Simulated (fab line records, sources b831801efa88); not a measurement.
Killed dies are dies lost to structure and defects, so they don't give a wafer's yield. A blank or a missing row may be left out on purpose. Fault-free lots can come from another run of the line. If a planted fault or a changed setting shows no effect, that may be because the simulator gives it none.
A sampling plan put to the test -- flow gf180mcu -- one fab line, 51 faults that these records tell of, each judged on the records of the lots that it struck; 1 more is left out, because the records don't allow judging it
The plan consists of the line's own looks: route steps at which the wafer is read by a gauge or an inspection but not changed. A look is open to judgement when struck wafers have a number at it and the file gives its usual mean and standard deviation on fault-free wafers. Caught: the struck wafers' mean, at a look after the fault's first step, is 4 or more of those standard deviations (sigma) away from the usual mean. On the tool: here the same test is run on the tool's own readings at the fault's steps. Caught also covers a different recipe on the struck wafers, or a record left blank for those wafers only.

== THE FAULTS, as the simulator had put them in ==
1. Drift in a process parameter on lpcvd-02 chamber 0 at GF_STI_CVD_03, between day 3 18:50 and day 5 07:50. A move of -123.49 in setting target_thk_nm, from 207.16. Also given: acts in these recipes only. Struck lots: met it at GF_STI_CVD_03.
2. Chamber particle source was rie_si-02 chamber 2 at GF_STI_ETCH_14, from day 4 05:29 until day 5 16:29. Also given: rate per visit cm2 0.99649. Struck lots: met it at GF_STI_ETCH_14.
3. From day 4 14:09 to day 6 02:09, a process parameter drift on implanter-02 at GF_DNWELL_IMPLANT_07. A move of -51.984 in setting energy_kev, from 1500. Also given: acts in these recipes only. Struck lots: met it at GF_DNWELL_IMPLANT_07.
4. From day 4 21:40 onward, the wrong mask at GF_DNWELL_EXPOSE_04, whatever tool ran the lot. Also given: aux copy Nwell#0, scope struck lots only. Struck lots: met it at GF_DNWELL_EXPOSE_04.
5. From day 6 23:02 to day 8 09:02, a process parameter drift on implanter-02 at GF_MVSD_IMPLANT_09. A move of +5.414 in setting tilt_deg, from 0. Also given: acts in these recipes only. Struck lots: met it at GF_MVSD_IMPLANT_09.
6. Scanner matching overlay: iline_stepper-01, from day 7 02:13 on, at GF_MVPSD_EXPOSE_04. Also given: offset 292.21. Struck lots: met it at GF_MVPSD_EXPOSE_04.
7. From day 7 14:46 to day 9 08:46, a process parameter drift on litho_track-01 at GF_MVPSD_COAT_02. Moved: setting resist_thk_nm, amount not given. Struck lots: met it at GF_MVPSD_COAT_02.
8. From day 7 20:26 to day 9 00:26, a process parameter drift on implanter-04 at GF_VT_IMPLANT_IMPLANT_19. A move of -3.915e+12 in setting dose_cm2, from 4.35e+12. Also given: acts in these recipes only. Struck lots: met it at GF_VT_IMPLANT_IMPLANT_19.
9. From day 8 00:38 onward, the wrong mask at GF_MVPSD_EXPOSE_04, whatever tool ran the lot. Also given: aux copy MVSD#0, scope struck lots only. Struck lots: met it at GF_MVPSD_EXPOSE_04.
10. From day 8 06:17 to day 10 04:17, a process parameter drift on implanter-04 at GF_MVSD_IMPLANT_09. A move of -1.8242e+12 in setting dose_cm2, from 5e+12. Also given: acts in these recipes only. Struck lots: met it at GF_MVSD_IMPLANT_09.
11. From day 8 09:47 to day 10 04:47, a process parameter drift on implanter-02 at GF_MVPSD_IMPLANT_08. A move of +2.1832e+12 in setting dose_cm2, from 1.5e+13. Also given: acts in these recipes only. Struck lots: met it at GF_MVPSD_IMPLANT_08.
12. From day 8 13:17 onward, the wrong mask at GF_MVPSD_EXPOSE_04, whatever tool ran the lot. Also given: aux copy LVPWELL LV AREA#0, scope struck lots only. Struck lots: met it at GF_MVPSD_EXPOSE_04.
13. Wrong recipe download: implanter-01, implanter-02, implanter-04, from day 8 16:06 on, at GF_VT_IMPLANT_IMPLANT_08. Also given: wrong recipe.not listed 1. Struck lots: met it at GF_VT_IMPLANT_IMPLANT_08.
14. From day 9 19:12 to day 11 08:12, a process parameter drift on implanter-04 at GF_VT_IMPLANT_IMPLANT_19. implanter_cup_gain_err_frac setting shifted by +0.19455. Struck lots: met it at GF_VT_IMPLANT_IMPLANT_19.
15. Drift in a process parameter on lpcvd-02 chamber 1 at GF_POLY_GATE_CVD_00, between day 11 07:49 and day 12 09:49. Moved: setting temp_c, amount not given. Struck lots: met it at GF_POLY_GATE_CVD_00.
16. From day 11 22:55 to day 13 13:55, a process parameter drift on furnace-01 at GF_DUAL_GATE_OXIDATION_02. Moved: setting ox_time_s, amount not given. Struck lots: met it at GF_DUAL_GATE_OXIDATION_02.
17. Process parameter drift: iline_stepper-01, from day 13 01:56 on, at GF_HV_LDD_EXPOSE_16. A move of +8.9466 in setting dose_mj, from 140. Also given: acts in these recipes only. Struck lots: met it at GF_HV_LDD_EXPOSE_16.
18. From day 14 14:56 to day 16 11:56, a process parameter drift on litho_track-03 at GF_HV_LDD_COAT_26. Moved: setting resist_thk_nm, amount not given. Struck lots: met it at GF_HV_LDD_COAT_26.
19. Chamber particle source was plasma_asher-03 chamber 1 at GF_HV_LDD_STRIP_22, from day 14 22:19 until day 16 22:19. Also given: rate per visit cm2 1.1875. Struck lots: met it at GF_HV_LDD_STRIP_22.
20. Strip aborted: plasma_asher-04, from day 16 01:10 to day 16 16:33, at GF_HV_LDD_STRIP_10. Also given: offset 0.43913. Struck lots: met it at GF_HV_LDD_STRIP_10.
21. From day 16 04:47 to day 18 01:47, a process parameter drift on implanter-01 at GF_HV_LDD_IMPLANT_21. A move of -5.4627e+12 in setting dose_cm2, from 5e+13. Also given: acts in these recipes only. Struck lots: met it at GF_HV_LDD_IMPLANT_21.
22. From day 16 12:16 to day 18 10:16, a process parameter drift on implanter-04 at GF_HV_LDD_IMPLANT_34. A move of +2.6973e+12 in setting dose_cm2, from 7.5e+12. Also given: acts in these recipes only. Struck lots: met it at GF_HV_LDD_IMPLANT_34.
23. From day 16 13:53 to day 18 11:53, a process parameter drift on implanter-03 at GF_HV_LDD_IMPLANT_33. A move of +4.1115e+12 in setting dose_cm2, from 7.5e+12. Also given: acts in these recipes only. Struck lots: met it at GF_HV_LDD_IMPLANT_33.
24. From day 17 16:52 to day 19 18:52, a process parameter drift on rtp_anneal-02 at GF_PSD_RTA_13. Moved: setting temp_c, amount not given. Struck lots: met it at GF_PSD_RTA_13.
25. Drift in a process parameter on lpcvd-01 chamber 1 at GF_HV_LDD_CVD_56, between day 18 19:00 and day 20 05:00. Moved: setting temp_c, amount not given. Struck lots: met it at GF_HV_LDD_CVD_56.
26. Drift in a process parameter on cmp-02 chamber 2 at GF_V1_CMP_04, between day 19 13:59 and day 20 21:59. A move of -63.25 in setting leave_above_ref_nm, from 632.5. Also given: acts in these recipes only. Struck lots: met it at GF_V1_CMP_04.
27. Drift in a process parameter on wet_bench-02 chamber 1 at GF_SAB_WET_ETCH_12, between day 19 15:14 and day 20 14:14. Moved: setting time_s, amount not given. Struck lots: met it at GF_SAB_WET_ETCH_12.
28. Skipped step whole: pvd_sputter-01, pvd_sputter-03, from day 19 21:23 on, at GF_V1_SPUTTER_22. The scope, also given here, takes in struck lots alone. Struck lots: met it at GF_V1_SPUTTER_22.
29. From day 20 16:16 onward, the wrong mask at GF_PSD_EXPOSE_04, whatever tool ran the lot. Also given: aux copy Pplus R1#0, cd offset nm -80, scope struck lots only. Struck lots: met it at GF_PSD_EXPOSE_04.
30. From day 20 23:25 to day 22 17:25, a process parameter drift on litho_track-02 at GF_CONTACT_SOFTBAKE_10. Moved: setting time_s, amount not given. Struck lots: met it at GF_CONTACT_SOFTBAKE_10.
31. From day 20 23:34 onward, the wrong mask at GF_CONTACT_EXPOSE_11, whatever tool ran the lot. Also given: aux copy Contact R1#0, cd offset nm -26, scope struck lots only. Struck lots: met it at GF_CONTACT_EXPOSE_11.
32. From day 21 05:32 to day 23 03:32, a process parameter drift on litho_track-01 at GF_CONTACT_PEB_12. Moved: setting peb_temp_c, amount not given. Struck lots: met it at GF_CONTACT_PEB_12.
33. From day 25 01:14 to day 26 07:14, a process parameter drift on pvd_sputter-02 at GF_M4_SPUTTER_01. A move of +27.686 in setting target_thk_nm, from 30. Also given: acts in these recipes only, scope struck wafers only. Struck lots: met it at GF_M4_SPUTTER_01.
34. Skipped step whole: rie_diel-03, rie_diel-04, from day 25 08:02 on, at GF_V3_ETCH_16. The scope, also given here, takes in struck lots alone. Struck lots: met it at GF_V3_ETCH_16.
35. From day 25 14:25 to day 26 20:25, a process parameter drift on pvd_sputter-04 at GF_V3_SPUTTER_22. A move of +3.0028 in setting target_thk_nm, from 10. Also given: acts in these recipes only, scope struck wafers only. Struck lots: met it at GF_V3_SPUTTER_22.
36. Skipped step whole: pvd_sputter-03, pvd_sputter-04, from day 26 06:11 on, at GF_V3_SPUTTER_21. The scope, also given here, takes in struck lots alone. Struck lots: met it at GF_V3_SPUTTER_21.
37. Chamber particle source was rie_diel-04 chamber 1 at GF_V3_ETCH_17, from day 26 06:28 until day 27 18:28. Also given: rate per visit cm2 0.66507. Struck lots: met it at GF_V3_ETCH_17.
38. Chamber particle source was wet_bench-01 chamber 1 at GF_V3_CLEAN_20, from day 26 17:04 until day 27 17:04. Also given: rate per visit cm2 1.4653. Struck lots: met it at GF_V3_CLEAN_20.
39. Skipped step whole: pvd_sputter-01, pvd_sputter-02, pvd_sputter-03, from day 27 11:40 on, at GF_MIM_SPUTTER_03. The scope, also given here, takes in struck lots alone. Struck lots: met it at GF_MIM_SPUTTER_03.
40. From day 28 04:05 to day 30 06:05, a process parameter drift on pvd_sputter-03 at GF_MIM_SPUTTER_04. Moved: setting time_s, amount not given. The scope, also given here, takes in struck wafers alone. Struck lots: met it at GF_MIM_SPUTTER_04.
41. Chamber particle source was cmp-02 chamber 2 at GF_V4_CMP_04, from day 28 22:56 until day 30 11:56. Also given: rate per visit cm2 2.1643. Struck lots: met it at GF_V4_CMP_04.
42. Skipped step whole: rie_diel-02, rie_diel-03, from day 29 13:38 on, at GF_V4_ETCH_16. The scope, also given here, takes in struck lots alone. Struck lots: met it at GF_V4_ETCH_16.
43. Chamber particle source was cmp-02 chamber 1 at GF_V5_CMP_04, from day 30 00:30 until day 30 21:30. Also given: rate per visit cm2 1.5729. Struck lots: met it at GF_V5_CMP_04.
44. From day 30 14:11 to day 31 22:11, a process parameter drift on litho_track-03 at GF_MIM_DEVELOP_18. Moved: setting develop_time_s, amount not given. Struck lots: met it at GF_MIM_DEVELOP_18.
45. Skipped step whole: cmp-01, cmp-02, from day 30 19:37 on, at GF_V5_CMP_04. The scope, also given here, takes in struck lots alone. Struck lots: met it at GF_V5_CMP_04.
46. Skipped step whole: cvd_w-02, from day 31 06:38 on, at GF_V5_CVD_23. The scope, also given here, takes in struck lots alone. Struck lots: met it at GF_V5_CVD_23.
47. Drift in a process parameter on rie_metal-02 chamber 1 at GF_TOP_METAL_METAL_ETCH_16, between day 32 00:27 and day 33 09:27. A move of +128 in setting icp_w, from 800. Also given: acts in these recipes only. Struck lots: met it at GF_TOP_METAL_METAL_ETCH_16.
48. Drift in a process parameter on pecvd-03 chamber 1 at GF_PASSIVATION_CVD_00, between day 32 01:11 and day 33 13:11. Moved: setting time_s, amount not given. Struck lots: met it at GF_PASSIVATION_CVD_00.
49. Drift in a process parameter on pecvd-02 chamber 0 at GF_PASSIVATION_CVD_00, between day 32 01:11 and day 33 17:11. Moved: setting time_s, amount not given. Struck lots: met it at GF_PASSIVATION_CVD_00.
50. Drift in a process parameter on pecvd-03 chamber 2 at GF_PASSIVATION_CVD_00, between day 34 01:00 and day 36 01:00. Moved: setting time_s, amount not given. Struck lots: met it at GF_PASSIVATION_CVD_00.
51. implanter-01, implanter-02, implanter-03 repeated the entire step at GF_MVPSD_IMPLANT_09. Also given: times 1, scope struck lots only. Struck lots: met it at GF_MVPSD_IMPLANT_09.

== WHAT THE PLAN SAW ==
fault,on the tool itself,first look that catches it,"reading, sigma",median hours from its first step to that look,hours from the fault's start to the first struck lot there,judged looks passed uncaught
1,under 2 sigma,GF_STI_THK_MEAS_04,STI_CVD_03_THK -69,2.0,4,0
2,under 2 sigma,none of the 2 looks that can be judged after it,-,-,-,2
3,beam_energy_keV -99 or beyond sigma,no look after it can be judged,-,-,-,0
4,under 2 sigma,GF_DNWELL_TW_MEAS_09,DNWELL_TW -87,7.0,9,0
5,tilt_deg +99 or beyond sigma,no look after it can be judged,-,-,-,0
6,no reading that can be judged,GF_MVPSD_OVL_MEAS_07,MVPSD_OVL +99 or beyond,7.4,13,0
7,under 2 sigma,no look after it can be judged,-,-,-,0
8,dose_ions_cm2 -99 or beyond sigma,GF_VT_IMPLANT_TW_MEAS_21,VT_IMPLANT_2_TW -70,0.2,12,0
9,no reading that can be judged,GF_MVPSD_TW_MEAS_11,MVPSD_TW -91,8.5,11,0
10,dose_ions_cm2 -99 or beyond sigma,GF_VT_IMPLANT_RS_MEAS_46,MVSD_RS +24,91.6,102,0
11,dose_ions_cm2 +99 or beyond sigma,GF_MVPSD_TW_MEAS_11,MVPSD_TW +5.1,0.4,8,0
12,no reading that can be judged,GF_MVPSD_TW_MEAS_11,MVPSD_TW -91,8.1,12,0
13,no reading that can be judged,GF_VT_IMPLANT_TW_MEAS_10,VT_IMPLANT_TW +70,0.2,3,0
14,faraday_current_uA +10 sigma,GF_VT_IMPLANT_TW_MEAS_21,VT_IMPLANT_2_TW -6.1,0.2,3,0
15,susceptor_temp_C +35 sigma,GF_POLY_GATE_THK_MEAS_01,POLY_GATE_CVD_00_THK +28,1.3,5,0
16,no reading that can be judged,not the one look that can be judged after it,"strongest: DUAL_GATE_OXIDATION_00_THK at GF_DUAL_GATE_THK_MEAS_03, -3.3",-,-,1
17,exposure_dose_mJ_cm2 +60 sigma,GF_HV_LDD_CD_MEAS_19,cd_nm +5.5,9.9,15,0
18,no reading that can be judged,no look after it can be judged,-,-,-,0
19,under 2 sigma,not the one look that can be judged after it,-,-,-,1
20,oes_product_au +48 sigma,GF_HV_LDD_TW_MEAS_23,HV_LDD_2_TW -84,22.9,38,0
21,dose_ions_cm2 -99 or beyond sigma,not the one look that can be judged after it,"strongest: HV_LDD_2_TW at GF_HV_LDD_TW_MEAS_23, -3.0",-,-,1
22,dose_ions_cm2 +99 or beyond sigma,GF_HV_LDD_RS_MEAS_53,HV_LDD_RS -7.0,24.9,56,1
23,dose_ions_cm2 +99 or beyond sigma,GF_HV_LDD_TW_MEAS_38,HV_LDD_3_TW +4.4,0.7,6,0
24,under 2 sigma,GF_PSD_RS_MEAS_14,NSD_RS -37,0.1,14,0
25,susceptor_temp_C +10 sigma,GF_HV_LDD_THK_MEAS_57,HV_LDD_CVD_56_THK +7.3,1.4,19,0
26,only faintly: time_to_endpoint_s +3.3 sigma,no look after it can be judged,-,-,-,0
27,run_length_s -36 sigma,no look after it can be judged,-,-,-,0
28,the tool's record is blank for the struck wafers,no look after it can be judged,-,-,-,0
29,no reading that can be judged,GF_PSD_CD_MEAS_07,cd_nm -35,11.4,16,0
30,heater_power_total_W +99 or beyond sigma,GF_CONTACT_CD_MEAS_14,cd_nm -12,12.5,15,0
31,no reading that can be judged,GF_CONTACT_CD_MEAS_14,cd_nm -16,12.1,15,0
32,heater_power_total_W -18 sigma,none of the 3 looks that can be judged after it,"strongest: cd_nm at GF_CONTACT_CD_MEAS_14, -3.0",-,-,3
33,under 2 sigma,no look after it can be judged,-,-,-,0
34,the tool's record is blank for the struck wafers,no look after it can be judged,-,-,-,0
35,under 2 sigma,no look after it can be judged,-,-,-,0
36,the tool's record is blank for the struck wafers,not the one look that can be judged after it,-,-,-,1
37,under 2 sigma,none of the 6 looks that can be judged after it,-,-,-,6
38,no reading that can be judged,none of the 2 looks that can be judged after it,-,-,-,2
39,the tool's record is blank for the struck wafers,no look after it can be judged,-,-,-,0
40,under 2 sigma,none of the 5 looks that can be judged after it,-,-,-,5
41,under 2 sigma,not the one look that can be judged after it,-,-,-,1
42,the tool's record is blank for the struck wafers,no look after it can be judged,-,-,-,0
43,under 2 sigma,none of the 7 looks that can be judged after it,-,-,-,7
44,no reading that can be judged,no look after it can be judged,-,-,-,0
45,the tool's record is blank for the struck wafers,no look after it can be judged,-,-,-,0
46,the tool's record is blank for the struck wafers,GF_V5_RS_MEAS_24,V5_W_RS +99 or beyond,0.1,5,0
47,rf_fwd_power_W +57 sigma,no look after it can be judged,-,-,-,0
48,run_length_s +57 sigma,GF_PASSIVATION_THK_MEAS_01,PASSIVATION_CVD_00_THK +15,0.1,4,0
49,run_length_s +26 sigma,GF_PASSIVATION_THK_MEAS_01,PASSIVATION_CVD_00_THK +7.5,0.1,19,0
50,run_length_s -26 sigma,GF_PASSIVATION_THK_MEAS_01,PASSIVATION_CVD_00_THK -7.2,0.1,3,0
51,under 2 sigma,GF_MVPSD_TW_MEAS_11,MVPSD_TW +4.5,0.6,-,0
A dash: the fault is not caught, or the number is missing from these records.

Caught at a look: 25 of 51. Caught on the tool: 27 of 51. By one or the other: 37 of 51.
Caught on the tool alone: faults 3, 5, 21, 27, 28, 32, 34, 36, 39, 42, 45, 47.
Caught at a look alone: faults 1, 4, 6, 9, 12, 13, 24, 29, 31, 51.
Caught by neither: faults 2, 7, 16, 18, 19, 26, 33, 35, 37, 38, 40, 41, 43, 44.

== THINNER SAMPLING ==
In the worst case, this is how late the first struck lot would be measured if the look that catches a fault measured only every second or every third lot, by lot number:
fault,"struck lots at that look, in order of time",every lot,every second lot,every third lot
1,L186,4 h,may miss it,may miss it
4,L914,9 h,may miss it,may miss it
6,"L707, L710",13 h,27 h,may miss all 2
8,"L573, L574",12 h,16 h,may miss all 2
9,L479,11 h,may miss it,may miss it
10,"L448, L449",102 h,112 h,may miss all 2
11,"L206, L210",8 h,may miss all 2,may miss all 2
12,L243,12 h,may miss it,may miss it
13,"L436, L437, L438",3 h,7 h,13 h
14,"L685, L686",3 h,10 h,may miss all 2
15,"L323, L325",5 h,may miss all 2,may miss all 2
17,"L672, L674",15 h,may miss all 2,may miss all 2
20,L609,38 h,may miss it,may miss it
22,"L153, L154",56 h,65 h,may miss all 2
23,"L147, L152",6 h,44 h,may miss all 2
24,"L416, L418, L420",14 h,may miss all 3,43 h
25,L933,19 h,may miss it,may miss it
29,L790,16 h,may miss it,may miss it
30,"L206, L208",15 h,may miss all 2,may miss all 2
31,L230,15 h,may miss it,may miss it
46,"L219, L220",5 h,12 h,may miss all 2
48,"L581, L583",4 h,may miss all 2,may miss all 2
49,"L873, L875",19 h,may miss all 2,may miss all 2
50,L546,3 h,may miss it,may miss it
Hours: fault start to first struck lot measured. Since the struck wafers were tested as one group against 4 sigma, a single lot by itself may lie under the limit. Other struck lots may not be in these records.

== THE LONGEST TIMED WAY FROM STEP TO LOOK ==
Fault 10: median gap of 91.6 hours between GF_MVSD_IMPLANT_09 and GF_VT_IMPLANT_RS_MEAS_46. No look between them can be judged.
